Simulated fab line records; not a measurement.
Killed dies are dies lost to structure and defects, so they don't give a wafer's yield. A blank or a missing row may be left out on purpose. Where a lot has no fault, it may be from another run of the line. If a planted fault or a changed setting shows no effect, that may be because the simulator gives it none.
A lot that was struck, set against a sound lot :: flow sky130 :: 35 steps out of a route of 708
Sound: these wafers, L945.1, L945.2, L945.3. Struck: wafer L951.5. (L951.2, L951.6 of the same lot were not struck and are left out.) The cause comes at the end.
Per side, at each step with rows, come the tool, then ch with its chambers, and then its first start. Under that, the readings that differ: sound wafers :: struck wafers :: difference of the means :: sigmas: that difference in standard deviations of wafers without a fault.
alike: readings whose means differ by less than 2 such deviations, and words and numbers that are the same on both sides. not compared: withheld readings, readings that some wafer has no value for, bounds like >300 that may hide the same value, and numbers for which the record gives no deviation and whose values overlap.
Wherever a step has rows on one side only, a row that says differs or no value, or a row with sigmas, the two part there. When numbers do not overlap yet have no deviation, they are printed without sigmas and do not part them. Lack of a reading on every wafer of one side parts them only where that side has two or more wafers.

SKY_SD_P_CD_MEAS_07 targets a cd of 380 nm.
  sound: cdSem-02 at day 25 13:09; struck: cdSem-02 at day 27 23:23
  alike: cdNm
SKY_SD_P_OVL_MEAS_08:
  sound: overlay-02 at day 25 13:16; struck: overlay-02 at day 27 23:29
  alike: SD_P_OVL
next, for these wafers, 1 step has no rows: SKY_SD_P_IMPLANT_09.
SKY_SD_P_STRIP_10: strips in O2/N2.
  sound on plasmaAsher-04 ch 0,1, day 25 13:27; struck on plasmaAsher-01 ch 1, day 27 23:40
  alike: drypumpMotorCurrentA, o2FlowSccm, oesProductAu, stripTimeToEndpointS
  not compared: rfHoursCounterH
SKY_SD_P_TW_MEAS_11:
  sound: filmMetro-02 at day 25 13:33; struck: filmMetro-02 at day 27 23:47
  alike: SD_P_TW
then, 7 steps without rows for these wafers: SKY_RES_XHIGH_DEHYDRATE_00 (time 60 s); SKY_RES_XHIGH_HMDS_01 (prime time 60 s); SKY_RES_XHIGH_COAT_02 (resist thk 1140 nm); SKY_RES_XHIGH_SOFTBAKE_03 (time 60 s); SKY_RES_XHIGH_EXPOSE_04 (exposes mask URPM, target cd 1270 nm); SKY_RES_XHIGH_PEB_05; SKY_RES_XHIGH_DEVELOP_06 (develop time 60 s).
SKY_RES_XHIGH_IMPLANT_07:
  sound on implanter-03 ch 0, day 26 17:42; struck on implanter-03 ch 0, day 29 04:21
  alike: doseIonsCm2
SKY_RES_XHIGH_STRIP_08: strips in O2/N2.
  sound on plasmaAsher-03 ch 0,1, day 26 17:51; struck on plasmaAsher-03 ch 1, day 29 04:29
  alike: drypumpMotorCurrentA, o2FlowSccm, oesProductAu, stripTimeToEndpointS
  not compared: rfHoursCounterH
SKY_RES_XHIGH_TW_MEAS_09:
  sound: filmMetro-04 at day 26 17:57; struck: filmMetro-02 at day 29 04:35
reading: RES_XHIGH_TW
sound: 1640 1638 1637
struck: 1595
difference: -43
sigmas: -4
then, 7 steps without rows for these wafers: SKY_SD_N_DEHYDRATE_00 (time 60 s); SKY_SD_N_HMDS_01 (prime time 60 s); SKY_SD_N_COAT_02 (resist thk 1140 nm); SKY_SD_N_SOFTBAKE_03 (time 60 s); SKY_SD_N_EXPOSE_04 (exposes mask NSDM, target cd 380 nm); SKY_SD_N_PEB_05; SKY_SD_N_DEVELOP_06 (develop time 60 s).
SKY_SD_N_CD_MEAS_07 targets a cd of 380 nm.
  sound: cdSem-02 at day 27 22:26; struck: cdSem-01 at day 30 08:21
  alike: cdNm
SKY_SD_N_OVL_MEAS_08:
  sound: overlay-02 at day 27 22:33; struck: overlay-02 at day 30 08:28
  alike: SD_N_OVL
then, 2 steps without rows for these wafers: SKY_SD_N_IMPLANT_09; SKY_SD_N_IMPLANT_10.
SKY_SD_N_STRIP_11: strips in O2/N2.
  sound on plasmaAsher-02 ch 0,1, day 27 22:53; struck on plasmaAsher-02 ch 0, day 30 08:47
reading: o2FlowSccm (sccm)
sound: 2997 3017 3001
struck: 2988
difference: -17
sigmas: -2
  alike: drypumpMotorCurrentA, oesProductAu, stripTimeToEndpointS
  not compared: rfHoursCounterH
SKY_SD_N_TW_MEAS_12:
  sound: filmMetro-02 at day 27 22:59; struck: filmMetro-03 at day 30 08:54
  alike: SD_N_TW
then, 1 step without rows for these wafers: SKY_SD_N_CLEAN_13 (cleans in SC1/SC2, time 150 s).
SKY_SD_N_RTA_14: time 2 s.
  sound on rtpAnneal-01 ch 0, day 27 23:06; struck on rtpAnneal-01 ch 0, day 30 09:01
reading: lampPowerPct (%)
sound: 15.73 15.68 15.72
struck: 15.90
difference: +0.19
sigmas: +4
  alike: wafer_temp_C_max
SKY_SD_N_RS_MEAS_16: uses a four-point probe to measure.
  sound: filmMetro-03 at day 27 23:16; struck: filmMetro-04 at day 30 09:15
  alike: SD_N_RS
SKY_SD_N_RS_MEAS_17: uses a four-point probe to measure.
  sound: filmMetro-03 at day 27 23:23; struck: filmMetro-04 at day 30 09:22
  alike: SD_P_RS
SKY_SD_N_RS_MEAS_18: uses a four-point probe to measure.
  sound: filmMetro-03 at day 27 23:31; struck: filmMetro-04 at day 30 09:29
reading: RES_XHIGH_RS (ohm/sq)
sound: 332.6 331.4 331.1
struck: 348.6
difference: +16.9
sigmas: +14
then, 1 step without rows for these wafers: SKY_SALICIDE_CLEAN_00 (cleans in HF-last, time 30 s).
-- the record jumps here: 17 days lie between the struck wafers' starts before and after (it left off in module SALICIDE and takes up again in module PAD_OPEN, whose first step shown is number 708 of the route) --
SKY_PAD_OPEN_PROBE_99:
  sound: prober-01 at day 45 18:32; struck: prober-01 at day 47 12:55
reading: killedAtContacts
sound: 30 23 27
struck: 15
difference: -12
sigmas: -2

reading: model.etest.resXhighPo.lineOhmUm
sound: 6057 5779 5808
struck: 7096
difference: +1215
sigmas: 

reading: model.etest.resXhighPo.rsOhmSqRange
sound: 106.7 98.2 83.12
struck: 614.2
difference: +518.2
sigmas: 

reading: model.etest.resXhighPo.rsOhmSq
sound: 2143 2029 2036
struck: 2478
difference: +409
sigmas: 

reading: model.etest.resXhighPo.rsOhmSqRimLessCentre
sound: -74.21 -76.91 -44.68
struck: -394.2
difference: -328.9
sigmas: 
  alike: killed_at_M0_to_M3, killed_at_M4_up, killedAtFrontEnd, killedAtOther, killedDies, killedOpen, killedShort

== WHERE THEY PART ==
Earliest at SKY_RES_XHIGH_TW_MEAS_09; latest, in this record, at SKY_PAD_OPEN_PROBE_99.

WHY: what the simulator had put in
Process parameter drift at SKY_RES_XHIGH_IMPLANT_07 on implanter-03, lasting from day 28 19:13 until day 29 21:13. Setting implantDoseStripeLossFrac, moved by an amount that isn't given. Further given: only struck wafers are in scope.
